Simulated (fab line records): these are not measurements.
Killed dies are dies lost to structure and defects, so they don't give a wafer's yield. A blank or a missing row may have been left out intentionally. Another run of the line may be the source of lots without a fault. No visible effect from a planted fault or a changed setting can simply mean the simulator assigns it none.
Problem report, 8D (eight disciplines) form, completed by code + flow sfqLine + the parts of the form that need people (team, actions taken, sign-off) are left out

## 1. THE ISSUE
Wafers with no fault read 182.3 W with a standard deviation of 0.67, whereas rfFwdPowerW at SFQ_TRILAYER_I7_DEP_PECVD_183 reads a mean of 153.4 W on 1 wafer of 1 lot. Relative to the usual mean, that is a shift of -43 standard deviations.
The step: deposits SiO2 from SiH4/N2O, time 111.11 s, target thk 500 nm.
Earliest sighting: wafer L531.6 on pecvd-04 at day 67 01:44. The record has a number at this step for 39 wafers belonging to 13 lots. Rule for "out", or "out of limits": more than 4 standard deviations from the usual mean. The other wafers with a number count as sound.

## 2. WHAT IT IS AND WHAT IT IS NOT
| question                    | is                | is not                                                                                                   |
|-----------------------------|-------------------|----------------------------------------------------------------------------------------------------------|
| which readings at this step | rfFwdPowerW       | heaterPowerW, throttleValvePct                                                                           |
| which lots                  | L531              | L518, L519, L520, L521, L527, L532, L533, L535, L537, L539, L540, L541                                   |
| which wafers of those lots  | L531.6            | L531.2, L531.4                                                                                           |
| read on which tools         | pecvd-04          | pecvd-01, pecvd-03                                                                                       |
| when                        | from day 67 01:44 | up to then (17 sound wafers); but 21 sound wafers of L532, L533, L535, L537, L539, L540, L541 came after |

## 3. THE SUSPECTS, EACH WITH WHAT RULES IT OUT
Counting: any tool at a process step up to the reading remains a suspect provided it ran every lot that is out. Sound lots after the first of them don't rule it out here, since some wafers of a struck lot are sound.
- cmp-01 at SFQ_TRILAYER_I3_CMP_CMP_082 (polishes SiO2): kept. It ran the lot that is out, L531 (day 35 08:11); its last sound lot up to then is L527 (day 32 10:11).
- filmMetro-01 at SFQ_TRILAYER_I6_METRO_MEASURE_167: kept. It ran the lot that is out, L531 (day 61 01:25); its last sound lot up to then is L520 (day 54 07:37).
- pecvd-04 at SFQ_TRILAYER_I7_DEP_PECVD_183 (deposits SiO2 from SiH4/N2O, time 111.11 s, target thk 500 nm): kept. It ran the lot that is out, L531 (day 67 01:44); its last sound lot up to then is L521 (day 65 15:01). Its own rfFwdPowerW readings are out on those wafers.
- In cmp-01 at SFQ_TRILAYER_I3_CMP_CMP_082, the wafers that are out were processed in chamber 1 and their sound lot-mates in chambers 0, 2.
- Within pecvd-04 at SFQ_TRILAYER_I7_DEP_PECVD_183, the wafers that are out were processed in chamber 0 and their sound lot-mates in chamber 1.
cmp-01 at SFQ_TRILAYER_I3_CMP_CMP_082, filmMetro-01 at SFQ_TRILAYER_I6_METRO_MEASURE_167 and pecvd-04 at SFQ_TRILAYER_I7_DEP_PECVD_183 are what is left after counting.

## 4. THE CAUSE (what the simulator had put in)
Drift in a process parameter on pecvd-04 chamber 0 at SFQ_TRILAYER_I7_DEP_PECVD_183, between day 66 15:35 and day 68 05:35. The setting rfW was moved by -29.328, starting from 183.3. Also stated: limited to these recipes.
Counting leaves 3 suspects; this tool is one of them.

## 5. THE CHAIN OF EFFECTS, in route order
One row per reading whose mean, taken over the struck wafers that have a number, lies over 3 standard deviations from the usual. Readings are gone through only where the record gives a usual standard deviation; hours: the median, over the lots, of the time from a lot's start at the first step in this table giving one to that lot's start at this step; sigmas: the change measured in usual standard deviations.
| hours | step                          | reading     | usual   | on struck wafers | change | sigmas |
|-------|-------------------------------|-------------|---------|------------------|--------|--------|
| 0     | SFQ_TRILAYER_I7_DEP_PECVD_183 | rfFwdPowerW | 182.3 W | 153.4            | -28.9  | -43    |
The process steps in it:
- SFQ_TRILAYER_I7_DEP_PECVD_183: deposits SiO2 from SiH4/N2O, time 111.11 s, target thk 500 nm.

## 6. WHAT WOULD HAVE CAUGHT IT SOONER
In this record no reading fell out of limits until day 67 01:44, 10 hours after the fault had begun at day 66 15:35.
